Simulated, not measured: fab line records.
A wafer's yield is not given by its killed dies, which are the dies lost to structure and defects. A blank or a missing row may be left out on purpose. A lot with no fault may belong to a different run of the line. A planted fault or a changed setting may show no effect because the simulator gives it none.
Split-lot trial -- flow sfq_line -- 5 lots, 23 wafers read, on a route of 325 steps

ABOUT THE SPLIT
At SFQ_TRILAYER_I4_VIA_LITHO_PEB_106 (peb time 60 s), the setting peb_time_s was moved away from the recipe's 60 s on 8 of the 23 wafers read, by +5.3% to +11.0%. For the rest of the wafers, this setting stayed at what the recipe calls for.

FROM SPLIT TO READING: 1 step shown by the file between the two
- SFQ_TRILAYER_I4_VIA_BARC_OPEN_VIA_ETCH_146: etches BARC in O2, target depth 125 nm, time 41.7 s (also split here: time_s)

THE READING
I4.cd_nm (the simulator's own value, which no gauge read), in nm, at SFQ_TRILAYER_I4_VIA_ETCH_VIA_ETCH_106 (etches SiO2 in CHF3, stops on Nb, target depth 260 nm). No usual value for it is given in the file. Average 701.3 nm, standard deviation 3 nm, over the 15 wafers here run with the recipe.

wafer,"tool, chamber at the split","peb_time_s as run, s",against the recipe,"I4.cd_nm, nm",against lot-mates on the recipe
L076.2,"litho_track-04, 0",60,recipe,701.5,-
L076.3,"litho_track-04, 0",60,recipe,702.5,-
L076.4,"litho_track-04, 0",60,recipe,703.2,-
L076.5,"litho_track-04, 0",60,recipe,701.8,-
L076.6,"litho_track-04, 0",60,recipe,702.9,-
L077.1,"litho_track-04, 0",60,recipe,703.7,-
L077.2,"litho_track-04, 0",60,recipe,704.5,-
L077.3,"litho_track-04, 0",63.17,+5.3%,709.6,+4.9
L077.4,"litho_track-04, 0",60,recipe,706,-
L077.6,"litho_track-04, 0",63.17,+5.3%,711.4,+6.7
L079.2,"litho_track-01, 0",60,recipe,699,-
L079.4,"litho_track-01, 0",60,recipe,696.6,-
L079.6,"litho_track-01, 0",60,recipe,699.3,-
L082.1,"litho_track-04, 0",66.6,+11.0%,716.8,+14.0
L082.3,"litho_track-04, 0",66.6,+11.0%,716.2,+13.4
L082.4,"litho_track-04, 0",66.6,+11.0%,709.4,+6.6
L082.5,"litho_track-04, 0",60,recipe,702.4,-
L082.6,"litho_track-04, 0",60,recipe,703.2,-
L084.1,"litho_track-04, 0",64.36,+7.3%,708,+11.7
L084.2,"litho_track-04, 0",60,recipe,696.4,-
L084.3,"litho_track-04, 0",64.36,+7.3%,707.8,+11.5
L084.4,"litho_track-04, 0",64.36,+7.3%,709.6,+13.3
L084.5,"litho_track-04, 0",60,recipe,696.2,-

FIT RESULTS
A straight line over all 23 wafers: I4.cd_nm changes by +1.16 nm for each +1% of peb_time_s; r = +0.86; the points scatter about the line by 3 nm.
The same after taking each lot's own level away (the mean of its wafers on the recipe; 23 wafers): +1.19 nm for each +1%; r = +0.93; scatter 2.1 nm.
The reading moves by 13 nm for the largest change in peb_time_s, on that fit.
Measured against the standard deviation above, the lots' own levels, which go from 696.30 to 704.73 nm, span 2.8 times it.
So the lot-to-lot level changes the slope little: the two slopes agree.
Check: for one of the wafers moved furthest among these (+11.0%), held out of the fit, the line's prediction against its lot-mates is +13.1 nm. It came out at +14 nm against them.

FURTHER SPLITS ON THESE WAFERS
Before the reading, these wafers also passed through other splits. Each is held against what the fit with the lots' levels taken away leaves over:
other split on the same wafers,wafers away from the commonest value,r with I4.cd_nm (lot level and that fit taken away)
SFQ_TRILAYER_I4_DEP_PECVD_099 time_s,5,+0.12
SFQ_TRILAYER_I4_VIA_BARC_OPEN_VIA_ETCH_146 time_s,11,+0.33

THE WHOLE CHAIN: every reading that the file lists as answering this split, in the file's order
step,what it does,reading,change (the file's fit),r (the file's)
SFQ_TRILAYER_I4_VIA_BARC_OPEN_VIA_ETCH_146,"etches BARC in O2, target depth 125 nm, time 41.7 s","I4.cd_nm (the simulator's own value, which no gauge read)",+1.29 nm for each +1% of the setting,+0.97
SFQ_TRILAYER_I4_VIA_ETCH_VIA_ETCH_106,"etches SiO2 in CHF3, stops on Nb, target depth 260 nm","I4.cd_nm (the simulator's own value, which no gauge read)",+1.21 nm for each +1% of the setting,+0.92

THE FILE'S OWN FIT
I4.cd_nm changes by +1.21 nm for each +1% of peb_time_s, r = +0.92.
